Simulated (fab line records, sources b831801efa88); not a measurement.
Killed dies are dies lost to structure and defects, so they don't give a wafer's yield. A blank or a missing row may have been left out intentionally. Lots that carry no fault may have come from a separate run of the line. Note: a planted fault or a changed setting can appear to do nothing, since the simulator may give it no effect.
2 desks, one fault    flow sky130    every desk sees just its own numbers, and what lay behind them comes last

TOOL OWNER'S DESK, implanter-01
The tool's own readings at SKY_LDD_HVN_IMPLANT_08: means of the sampled wafers that have a number, for each lot that ran on this tool. Any lot whose mean is over 4 standard deviations away from the usual mean is out of limits and marked OUT; that distance is given in the brackets.
Columns: A = dose_ions_cm2 at SKY_LDD_HVN_IMPLANT_08, usual 2.999e+13; B = faraday_current_uA at SKY_LDD_HVN_IMPLANT_08, usual 169
lot   first seen here  A                            B
L324  day 21 01:13     2.998e+13                    168
L330  day 23 07:26     3.002e+13                    169
L332  day 24 02:53     2.998e+13                    171
L338  day 25 23:30     3.402e+13 (+99 or more) OUT  194 (+7.7) OUT
L340  day 27 03:27     3.398e+13 (+99 or more) OUT  191 (+6.8) OUT
Finding of this desk: L338, L340 out of limits; the first was L338 at day 25 23:30, on dose_ions_cm2 at SKY_LDD_HVN_IMPLANT_08. L324, L330, L332 stayed within limits.

THE METROLOGY DESK
What the gauges read for every lot (on any tool): the sampled wafers with a number, averaged. Any lot whose mean is over 4 standard deviations away from the usual mean is out of limits and marked OUT; that distance is given in the brackets.
Columns: A = PWDE_OVL at SKY_PWDE_OVL_MEAS_07, usual -0.7 nm; B = POLY_GATE_OXIDATION_THK at SKY_POLY_GATE_THK_MEAS_21, usual 3.97 nm; C = LDD_HVN_TW at SKY_LDD_HVN_TW_MEAS_10, usual 1439
lot   first seen here  A     B     C
L324  day 4 02:46      -1.5  3.90  1447
L325  day 4 08:18      -1.2  4.10  1443
L327  day 4 20:40      -0.9  3.92  1416
L328  day 5 02:01      0.1   3.85  1439
L330  day 5 11:45      -2.2  4.00  1441
L332  day 5 22:11      -1.4  4.00  1450
L338  day 7 09:32      -0.1  3.89  1524 (+4.5) OUT
L340  day 8 01:45      -1.7  3.87  1505
L342  day 8 13:42      -2.4  4.03  1414
L343  day 8 15:14      0.6   4.08  1405
L344  day 8 21:06      -0.7  3.96  1442
L346  day 9 06:57      -1.2  4.11  1410
This desk's result: L338 out of limits, first on L338 (LDD_HVN_TW at SKY_LDD_HVN_TW_MEAS_10), day 25 23:45. L324, L325, L327, L328, L330, L332, L340, L342, L343, L344, L346 stayed within limits.

BROUGHT TOGETHER
An alarm could have come from the tool owner's desk at day 25 23:30, on L338, L340.
An alarm was possible from the metrology desk at day 25 23:45, on L338.
The metrology desk has L340 on record, within its limits.
SKY_LDD_HVN_IMPLANT_08 was run on implanter-01 by each of the lots named.

WHAT THE SIMULATOR HAD INSERTED
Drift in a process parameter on implanter-01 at SKY_LDD_HVN_IMPLANT_08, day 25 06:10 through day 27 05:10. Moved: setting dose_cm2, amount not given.
Shown lots that were struck: L338, L340.
Fault start to first reading out of limits, in hours, per desk: tool owner, 17; metrology, 18.
